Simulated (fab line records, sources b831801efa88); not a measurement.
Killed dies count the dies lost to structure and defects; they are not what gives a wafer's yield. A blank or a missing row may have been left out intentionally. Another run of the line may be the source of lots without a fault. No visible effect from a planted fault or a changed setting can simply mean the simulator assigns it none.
fab line records :: flow gf180mcu
record:
  lots: 14
  wafers: 42
  last_day: 34
route steps=602 shown SALICIDE@280
lots untouched by any fault: they come from a run of this same line in which no faults occurred
start_h: start of the lot's first displayed wafer, in hours after the record's first day :: wait_h: hours elapsed since this lot's preceding step :: " same as the row above :: L1.1+2: a row that stands for several wafers :: - no value present, or no start provided :: * or withheld: withheld :: < > ~ a bound
route shown NAME@n: names a module that has steps shown in the file, with the first one's number in the route :: usual: average and standard deviation across the fault-free wafers :: same: alike in all rows :: chamber/n: place in a boat :: sites: each site's reading :: _std_site: their standard deviation :: _edge_site: mean of outer sites minus mean of inner sites :: radius_mm: how far each site lies from the wafer's centre :: mask NAME#n: copy n :: behind: tool/chamber where the wafer was last shaped :: hold: why the lot was held/for how many hours/how that ended :: device: transistor that didn't switch, given as n, p or np :: end of line: at the end of the route, the tests of the same wafers :: where a step has no rows: the recipe by itself :: killed: the dies lost at the first sort to structure and to defects; this is not the yield of the wafer :: map: a wafer's dies, x killed, . not, _ none there
set.NAME: the setting that was run; set.NAME@STEP: the one run at that earlier step :: model.NAME: the simulator's own value behind a step, which no gauge read
route steps across a sampled set of lots; one table per step, one row per wafer
services: from which hour (start_h, from the record's first day; less than 0 if before it) a tool's chamber was out of use, for how many hours, and why
== steps ==
step: GF_SALICIDE_SPUTTER_02
recipe:
  material: Co
  target_thk_nm: 10
  power_w: 1000
  time_s: 20
  chamber_pressure_pa: 0.4
usual:
  throttle_valve_pct: 30.2/0.74
lot.wafer: L939.2
tool: pvd_sputter-03
chamber: -
start_h: 340.00
wait_h: 0.0
throttle_valve_pct: 30.2

lot.wafer: L939.4
tool: pvd_sputter-03
chamber: -
start_h: 340.00
wait_h: 0.0
throttle_valve_pct: 29.9

lot.wafer: L939.5
tool: pvd_sputter-03
chamber: -
start_h: 340.00
wait_h: 0.0
throttle_valve_pct: 30.1

lot.wafer: L940.1
tool: pvd_sputter-03
chamber: -
start_h: 347.65
wait_h: 0.0
throttle_valve_pct: 29.7

lot.wafer: L940.3
tool: pvd_sputter-03
chamber: -
start_h: 347.65
wait_h: 0.0
throttle_valve_pct: 29.4

lot.wafer: L940.6
tool: pvd_sputter-03
chamber: -
start_h: 347.65
wait_h: 0.0
throttle_valve_pct: 30.2

lot.wafer: L941.1
tool: pvd_sputter-01
chamber: -
start_h: 358.65
wait_h: 0.0
throttle_valve_pct: 29.9

lot.wafer: L941.2
tool: pvd_sputter-01
chamber: -
start_h: 358.65
wait_h: 0.0
throttle_valve_pct: 30.7

lot.wafer: L941.5
tool: pvd_sputter-01
chamber: -
start_h: 358.65
wait_h: 0.0
throttle_valve_pct: 30.3

lot.wafer: L942.1
tool: pvd_sputter-03
chamber: -
start_h: 362.75
wait_h: 0.0
throttle_valve_pct: 30.1

lot.wafer: L942.3
tool: pvd_sputter-03
chamber: -
start_h: 362.75
wait_h: 0.0
throttle_valve_pct: 30.0

lot.wafer: L942.5
tool: pvd_sputter-03
chamber: -
start_h: 362.75
wait_h: 0.0
throttle_valve_pct: 30.4

lot.wafer: L943.1
tool: pvd_sputter-03
chamber: -
start_h: 375.15
wait_h: 0.0
throttle_valve_pct: 30.1

lot.wafer: L943.4
tool: pvd_sputter-03
chamber: -
start_h: 375.15
wait_h: 0.0
throttle_valve_pct: 30.5

lot.wafer: L943.5
tool: pvd_sputter-03
chamber: -
start_h: 375.15
wait_h: 0.0
throttle_valve_pct: 31.0

lot.wafer: L944.1
tool: pvd_sputter-01
chamber: -
start_h: 383.16
wait_h: 0.0
throttle_valve_pct: 27.6

lot.wafer: L944.5
tool: pvd_sputter-01
chamber: -
start_h: 383.16
wait_h: 0.0
throttle_valve_pct: 30.1

lot.wafer: L944.6
tool: pvd_sputter-01
chamber: -
start_h: 383.16
wait_h: 0.0
throttle_valve_pct: 29.6

lot.wafer: L945.2
tool: pvd_sputter-03
chamber: -
start_h: 391.17
wait_h: 0.0
throttle_valve_pct: 30.4

lot.wafer: L945.4
tool: pvd_sputter-03
chamber: -
start_h: 391.17
wait_h: 0.0
throttle_valve_pct: 30.6

lot.wafer: L945.6
tool: pvd_sputter-03
chamber: -
start_h: 391.17
wait_h: 0.0
throttle_valve_pct: 30.7

lot.wafer: L946.3
tool: pvd_sputter-03
chamber: -
start_h: 399.70
wait_h: 0.0
throttle_valve_pct: 30.1

lot.wafer: L946.5
tool: pvd_sputter-03
chamber: -
start_h: 399.70
wait_h: 0.0
throttle_valve_pct: 29.9

lot.wafer: L946.6
tool: pvd_sputter-03
chamber: -
start_h: 399.70
wait_h: 0.0
throttle_valve_pct: 29.9

lot.wafer: L947.2
tool: pvd_sputter-01
chamber: -
start_h: 409.05
wait_h: 0.0
throttle_valve_pct: 29.8

lot.wafer: L947.3
tool: pvd_sputter-01
chamber: -
start_h: 409.05
wait_h: 0.0
throttle_valve_pct: 30.7

lot.wafer: L947.6
tool: pvd_sputter-01
chamber: -
start_h: 409.05
wait_h: 0.0
throttle_valve_pct: 27.4

lot.wafer: L951.1
tool: pvd_sputter-03
chamber: -
start_h: 448.63
wait_h: 0.0
throttle_valve_pct: 29.8

lot.wafer: L951.2
tool: pvd_sputter-03
chamber: -
start_h: 448.63
wait_h: 0.0
throttle_valve_pct: 30.9

lot.wafer: L951.4
tool: pvd_sputter-03
chamber: -
start_h: 448.63
wait_h: 0.0
throttle_valve_pct: 30.0

lot.wafer: L955.1
tool: pvd_sputter-03
chamber: -
start_h: 475.21
wait_h: 0.0
throttle_valve_pct: 29.8

lot.wafer: L955.2
tool: pvd_sputter-03
chamber: -
start_h: 475.21
wait_h: 0.0
throttle_valve_pct: 30.8

lot.wafer: L955.5
tool: pvd_sputter-03
chamber: -
start_h: 475.21
wait_h: 0.0
throttle_valve_pct: 31.0

lot.wafer: L956.1
tool: pvd_sputter-03
chamber: -
start_h: 490.91
wait_h: 0.0
throttle_valve_pct: 30.0

lot.wafer: L956.2
tool: pvd_sputter-03
chamber: -
start_h: 490.91
wait_h: 0.0
throttle_valve_pct: 31.0

lot.wafer: L956.5
tool: pvd_sputter-03
chamber: -
start_h: 490.91
wait_h: 0.0
throttle_valve_pct: 30.9

lot.wafer: L960.3
tool: pvd_sputter-01
chamber: -
start_h: 515.53
wait_h: 0.0
throttle_valve_pct: 30.7

lot.wafer: L960.4
tool: pvd_sputter-01
chamber: -
start_h: 515.53
wait_h: 0.0
throttle_valve_pct: 30.1

lot.wafer: L960.5
tool: pvd_sputter-01
chamber: -
start_h: 515.53
wait_h: 0.0
throttle_valve_pct: 27.8

lot.wafer: L961.3
tool: pvd_sputter-01
chamber: -
start_h: 523.85
wait_h: 0.0
throttle_valve_pct: 27.7

lot.wafer: L961.5
tool: pvd_sputter-01
chamber: -
start_h: 523.85
wait_h: 0.0
throttle_valve_pct: 30.2

lot.wafer: L961.6
tool: pvd_sputter-01
chamber: -
start_h: 523.85
wait_h: 0.0
throttle_valve_pct: 29.8
step: GF_SALICIDE_RS_MEAS_04
recipe:
  thk_meas_gauge: four-point-probe
  reads: TiN_of_SALICIDE_SPUTTER_03+Co_of_SALICIDE_SPUTTER_02
usual:
  SALICIDE_TIN_RS: 16.5/0.41
lot.wafer: L939.2
tool: film_metro-01
chamber: -
start_h: 340.07
wait_h: 0.0
SALICIDE_TIN_RS[ohm/sq]: 16.7

lot.wafer: L939.4
tool: film_metro-01
chamber: -
start_h: 340.07
wait_h: 0.0
SALICIDE_TIN_RS[ohm/sq]: 16.4

lot.wafer: L939.5
tool: film_metro-01
chamber: -
start_h: 340.07
wait_h: 0.0
SALICIDE_TIN_RS[ohm/sq]: 16.4

lot.wafer: L940.1
tool: film_metro-01
chamber: -
start_h: 347.70
wait_h: 0.0
SALICIDE_TIN_RS[ohm/sq]: 16.8

lot.wafer: L940.3
tool: film_metro-01
chamber: -
start_h: 347.70
wait_h: 0.0
SALICIDE_TIN_RS[ohm/sq]: 16.6

lot.wafer: L940.6
tool: film_metro-01
chamber: -
start_h: 347.70
wait_h: 0.0
SALICIDE_TIN_RS[ohm/sq]: 17.0

lot.wafer: L941.1
tool: film_metro-03
chamber: -
start_h: 358.71
wait_h: 0.0
SALICIDE_TIN_RS[ohm/sq]: 16.2

lot.wafer: L941.2
tool: film_metro-03
chamber: -
start_h: 358.71
wait_h: 0.0
SALICIDE_TIN_RS[ohm/sq]: 16.1

lot.wafer: L941.5
tool: film_metro-03
chamber: -
start_h: 358.71
wait_h: 0.0
SALICIDE_TIN_RS[ohm/sq]: 16.2

lot.wafer: L942.1
tool: film_metro-01
chamber: -
start_h: 362.80
wait_h: 0.0
SALICIDE_TIN_RS[ohm/sq]: 16.6

lot.wafer: L942.3
tool: film_metro-01
chamber: -
start_h: 362.80
wait_h: 0.0
SALICIDE_TIN_RS[ohm/sq]: 16.0

lot.wafer: L942.5
tool: film_metro-01
chamber: -
start_h: 362.80
wait_h: 0.0
SALICIDE_TIN_RS[ohm/sq]: 16.6

lot.wafer: L943.1
tool: film_metro-03
chamber: -
start_h: 375.20
wait_h: 0.0
SALICIDE_TIN_RS[ohm/sq]: 16.9

lot.wafer: L943.4
tool: film_metro-03
chamber: -
start_h: 375.20
wait_h: 0.0
SALICIDE_TIN_RS[ohm/sq]: 16.1

lot.wafer: L943.5
tool: film_metro-03
chamber: -
start_h: 375.20
wait_h: 0.0
SALICIDE_TIN_RS[ohm/sq]: 16.4

lot.wafer: L944.1
tool: film_metro-03
chamber: -
start_h: 383.22
wait_h: 0.0
SALICIDE_TIN_RS[ohm/sq]: 16.6

lot.wafer: L944.5
tool: film_metro-03
chamber: -
start_h: 383.22
wait_h: 0.0
SALICIDE_TIN_RS[ohm/sq]: 16.5

lot.wafer: L944.6
tool: film_metro-03
chamber: -
start_h: 383.22
wait_h: 0.0
SALICIDE_TIN_RS[ohm/sq]: 16.6

lot.wafer: L945.2
tool: film_metro-01
chamber: -
start_h: 391.24
wait_h: 0.0
SALICIDE_TIN_RS[ohm/sq]: 16.8

lot.wafer: L945.4
tool: film_metro-01
chamber: -
start_h: 391.24
wait_h: 0.0
SALICIDE_TIN_RS[ohm/sq]: 16.0

lot.wafer: L945.6
tool: film_metro-01
chamber: -
start_h: 391.24
wait_h: 0.0
SALICIDE_TIN_RS[ohm/sq]: 16.0

lot.wafer: L946.3
tool: film_metro-01
chamber: -
start_h: 399.79
wait_h: 0.1
SALICIDE_TIN_RS[ohm/sq]: 17.0

lot.wafer: L946.5
tool: film_metro-01
chamber: -
start_h: 399.79
wait_h: 0.1
SALICIDE_TIN_RS[ohm/sq]: 17.2

lot.wafer: L946.6
tool: film_metro-01
chamber: -
start_h: 399.79
wait_h: 0.1
SALICIDE_TIN_RS[ohm/sq]: 16.2

lot.wafer: L947.2
tool: film_metro-01
chamber: -
start_h: 409.12
wait_h: 0.0
SALICIDE_TIN_RS[ohm/sq]: 16.1

lot.wafer: L947.3
tool: film_metro-01
chamber: -
start_h: 409.12
wait_h: 0.0
SALICIDE_TIN_RS[ohm/sq]: 16.0

lot.wafer: L947.6
tool: film_metro-01
chamber: -
start_h: 409.12
wait_h: 0.0
SALICIDE_TIN_RS[ohm/sq]: 16.2

lot.wafer: L951.1
tool: film_metro-01
chamber: -
start_h: 448.69
wait_h: 0.0
SALICIDE_TIN_RS[ohm/sq]: 16.2

lot.wafer: L951.2
tool: film_metro-01
chamber: -
start_h: 448.69
wait_h: 0.0
SALICIDE_TIN_RS[ohm/sq]: 16.5

lot.wafer: L951.4
tool: film_metro-01
chamber: -
start_h: 448.69
wait_h: 0.0
SALICIDE_TIN_RS[ohm/sq]: 16.9

lot.wafer: L955.1
tool: film_metro-01
chamber: -
start_h: 475.26
wait_h: 0.0
SALICIDE_TIN_RS[ohm/sq]: 16.4

lot.wafer: L955.2
tool: film_metro-01
chamber: -
start_h: 475.26
wait_h: 0.0
SALICIDE_TIN_RS[ohm/sq]: 11.2

lot.wafer: L955.5
tool: film_metro-01
chamber: -
start_h: 475.26
wait_h: 0.0
SALICIDE_TIN_RS[ohm/sq]: 16.5

lot.wafer: L956.1
tool: film_metro-03
chamber: -
start_h: 490.96
wait_h: 0.0
SALICIDE_TIN_RS[ohm/sq]: 16.0

lot.wafer: L956.2
tool: film_metro-03
chamber: -
start_h: 490.96
wait_h: 0.0
SALICIDE_TIN_RS[ohm/sq]: 11.1

lot.wafer: L956.5
tool: film_metro-03
chamber: -
start_h: 490.96
wait_h: 0.0
SALICIDE_TIN_RS[ohm/sq]: 16.1

lot.wafer: L960.3
tool: film_metro-04
chamber: -
start_h: 515.63
wait_h: 0.1
SALICIDE_TIN_RS[ohm/sq]: 16.0

lot.wafer: L960.4
tool: film_metro-04
chamber: -
start_h: 515.63
wait_h: 0.1
SALICIDE_TIN_RS[ohm/sq]: 15.9

lot.wafer: L960.5
tool: film_metro-04
chamber: -
start_h: 515.63
wait_h: 0.1
SALICIDE_TIN_RS[ohm/sq]: 16.4

lot.wafer: L961.3
tool: film_metro-04
chamber: -
start_h: 523.94
wait_h: 0.1
SALICIDE_TIN_RS[ohm/sq]: 16.0

lot.wafer: L961.5
tool: film_metro-04
chamber: -
start_h: 523.94
wait_h: 0.1
SALICIDE_TIN_RS[ohm/sq]: 16.1

lot.wafer: L961.6
tool: film_metro-04
chamber: -
start_h: 523.94
wait_h: 0.1
SALICIDE_TIN_RS[ohm/sq]: 15.6
== services ==
tool: pvd_sputter-01
chamber: -
start_h: 390.17
hours: 3.4
kind: repair

tool: pvd_sputter-01
chamber: 3
start_h: 411.19
hours: -
kind: consumable_replace:kit

tool: pvd_sputter-01
chamber: 3
start_h: 411.19
hours: 18.0
kind: scheduled_down

tool: pvd_sputter-01
chamber: 3
start_h: 411.19
hours: 18.0
kind: vent_cycle

tool: pvd_sputter-01
chamber: -
start_h: 432.73
hours: 6.8
kind: repair
== key ==
first_sign:
  step: GF_SALICIDE_RS_MEAS_04
  reading: SALICIDE_TIN_RS
  direction: down
  sigmas: 13
  usual: 16.5
  struck: 11.1
effect none on later readings
met_at GF_SALICIDE_SPUTTER_02
struck_lots L955,L956
struck_wafers L955.2,L956.2
tester_left_out L955,L956
onset_between 448.63 475.21
fault:
  kind: process_parameter_drift
  tool: pvd_sputter-03
  chamber: -
  onset_h: 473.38
  steps: GF_SALICIDE_SPUTTER_02
  channel: target_thk_nm
  offset: 4.8951
  shape: step
  end_h: 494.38
  scope: struck_wafers_only
  acts_in: these_recipes_only
  stated: 10
tester_left_out: of these lots the tester's yield and bins aren't shown, on N5 and GAA mostly nor the transistor test; their killed dies are dies lost to structure and defects alone, not to doping, threshold or leakage, so they don't give the yield
